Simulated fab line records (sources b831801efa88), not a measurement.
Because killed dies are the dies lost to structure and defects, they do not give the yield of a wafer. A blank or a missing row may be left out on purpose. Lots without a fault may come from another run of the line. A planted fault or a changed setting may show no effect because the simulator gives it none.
A struck lot beside a sound one	flow sky130	19 out of 708 route steps
Sound: the wafers L709.2, L709.4, L709.6. Wafers struck: L715.2, L715.4, L715.6. At the end, the cause is stated.
At each step with rows: each side's tool, then ch and its chambers, then its first start. Under that, the readings that differ: sound wafers	struck wafers	difference of the means	sigmas: that difference in standard deviations of wafers without a fault.
alike: same words and numbers on both sides, and readings whose means sit less than 2 such deviations apart. not compared: any withheld reading, any reading some wafer has no value for, any bound like >300 that may hide the same value, and any number with overlapping values for which the record gives no deviation.
The two part at a step that has a row with sigmas, a row that says differs or no value, or rows on one side only. Non-overlapping numbers with no deviation appear without sigmas and do not part them. A reading missing from all wafers of one side parts the sides only when that side holds two or more wafers.

first, 1 step without rows for these wafers: SKY_LDD_HVP_IMPLANT_08.
SKY_LDD_HVP_STRIP_09: strips in O2/N2.
  sound on plasma asher-02 ch 0,1, day 24 23:40; struck on plasma asher-02 ch 0,1, day 27 03:04
  alike: drypump motor current A, o2 flow sccm, oes product au, strip time to endpoint s
  not compared: rf hours counter h
SKY_LDD_HVP_TW_MEAS_10:
  sound on film metro-01 at day 24 23:46; struck on film metro-04 at day 27 03:10
  alike: LDD_HVP_TW
then, 7 steps without rows for these wafers: SKY_LDD_LDN_DEHYDRATE_00 (time 60 s); SKY_LDD_LDN_HMDS_01 (prime time 60 s); SKY_LDD_LDN_COAT_02 (resist thk 1140 nm); SKY_LDD_LDN_SOFTBAKE_03 (time 60 s); SKY_LDD_LDN_EXPOSE_04 (exposes mask LDNTM, target cd 700 nm); SKY_LDD_LDN_PEB_05; SKY_LDD_LDN_DEVELOP_06 (develop time 60 s).
SKY_LDD_LDN_OVL_MEAS_07:
  sound on overlay-02 at day 26 05:22; struck on overlay-01 at day 28 07:56
  alike: LDD_LDN_OVL
after that, 1 step had no rows for these wafers: SKY_LDD_LDN_IMPLANT_08.
SKY_LDD_LDN_IMPLANT_09:
  sound on implanter-03 ch 0, day 26 05:34; struck on implanter-04 ch 0, day 28 08:27
  alike: faraday current uA
then, 2 steps without rows for these wafers: SKY_LDD_LDN_IMPLANT_10; SKY_LDD_LDN_IMPLANT_11.
SKY_LDD_LDN_STRIP_12: strips in O2/N2.
  sound on plasma asher-04 ch 0,1, day 26 05:59; struck on plasma asher-03 ch 0,1, day 28 08:53
  alike: drypump motor current A, o2 flow sccm, oes product au, strip time to endpoint s
  not compared: rf hours counter h
SKY_LDD_LDN_TW_MEAS_13:
  sound on film metro-02 at day 26 06:06; struck on film metro-03 at day 28 08:59
reading	sound	struck	difference	sigmas
LDD_LDN_TW	1482 1482 1493	1574 1558 1568	+81	+11
then, 1 step without rows for these wafers: SKY_LDD_LDN_CLEAN_14 (cleans in SC1/SC2, time 150 s).
-- the record jumps here: 21 days lie between the struck wafers' starts before and after (it left off in module LDD_LDN and takes up again in module PAD_OPEN, whose first step shown is number 708 of the route) --
SKY_PAD_OPEN_PROBE_99:
  sound on prober-02 at day 48 03:34; struck on prober-02 at day 49 13:26
reading	sound	struck	difference	sigmas
model.etest.tip sonos.rs ohm sq	2546 2558 2623	2473 2483 2494	-92	
  alike: killed_at_M0_to_M3, killed_at_M4_up, killed at contacts, killed at front end, killed at other, killed dies, killed open, killed short

WHERE THEY PART
Only at SKY_LDD_LDN_TW_MEAS_13, as far as this record shows. Later steps at which nothing parts them and some readings are alike: SKY_PAD_OPEN_PROBE_99.

WHY: what had been put in by the simulator
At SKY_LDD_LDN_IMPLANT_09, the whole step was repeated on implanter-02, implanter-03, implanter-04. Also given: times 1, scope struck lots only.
